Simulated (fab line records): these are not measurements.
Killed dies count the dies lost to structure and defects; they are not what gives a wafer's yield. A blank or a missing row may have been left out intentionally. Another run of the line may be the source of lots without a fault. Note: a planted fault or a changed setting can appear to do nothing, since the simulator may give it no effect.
What tool caused it?    flow sky130    36 wafers sampled from 12 lots at 1 step of a route of 708

WHAT EACH GAUGE READ, for each wafer
SKY_FIELD_ISO_CD_MEAS_13 targets a cd of 150 nm. Usual: cd nm at 149.8 nm, with a standard deviation of 1.6.
lot   measured     on         cd nm (nm)         flag
L967  day 2 03:43  cd sem-02  148.8 149.2 149.8  
L968  day 2 12:37  cd sem-02  148.2 149.3 148.1  
L969  day 2 18:26  cd sem-01  148.4 150.0 149.0  
L970  day 2 23:29  cd sem-01  152.3 151.1 152.1  
L971  day 3 04:43  cd sem-01  148.2 150.1 150.5  
L973  day 3 12:04  cd sem-01  145.5 144.5 146.2  
L974  day 3 16:47  cd sem-02  149.9 150.2 150.2  
L982  day 5 11:25  cd sem-01  149.6 149.7 149.9  
L983  day 5 16:31  cd sem-02  150.8 151.8 151.1  
L987  day 6 18:41  cd sem-02  151.3 150.7 151.0  
L988  day 6 21:35  cd sem-01  148.8 149.9 150.3  
L990  day 7 08:53  cd sem-01  150.9 151.3 151.2  

TOOL THAT RAN EACH LOT (tool first, then ch and the chambers of the sampled wafers, then the start)
Record: no process step prior to these readings.

AS READ BY THE TOOLS THEMSELVES (means over the sampled wafers that have a number; for cases with no such wafer, the mark the record gives instead)
The record holds no such reading with a usual standard deviation.

THE ANSWER, worked out from the rows above alone
Rule: lot off if the mean of its wafers having a number is beyond 3 standard deviations from the usual mean. A lot without any number at a reading at which 4 lots or more have one is off too. Where the step has rows for the other lots, those lots are counted as sound. First the gauges in route order, then the tools' own readings, where a lot's mean is used as printed above. At the first step where some lot is off, the reading lying furthest off is the one used; lots without a number count as furthest.
None of the lots is off at any reading shown; this tells nothing.

WHAT THE SIMULATOR PUT IN
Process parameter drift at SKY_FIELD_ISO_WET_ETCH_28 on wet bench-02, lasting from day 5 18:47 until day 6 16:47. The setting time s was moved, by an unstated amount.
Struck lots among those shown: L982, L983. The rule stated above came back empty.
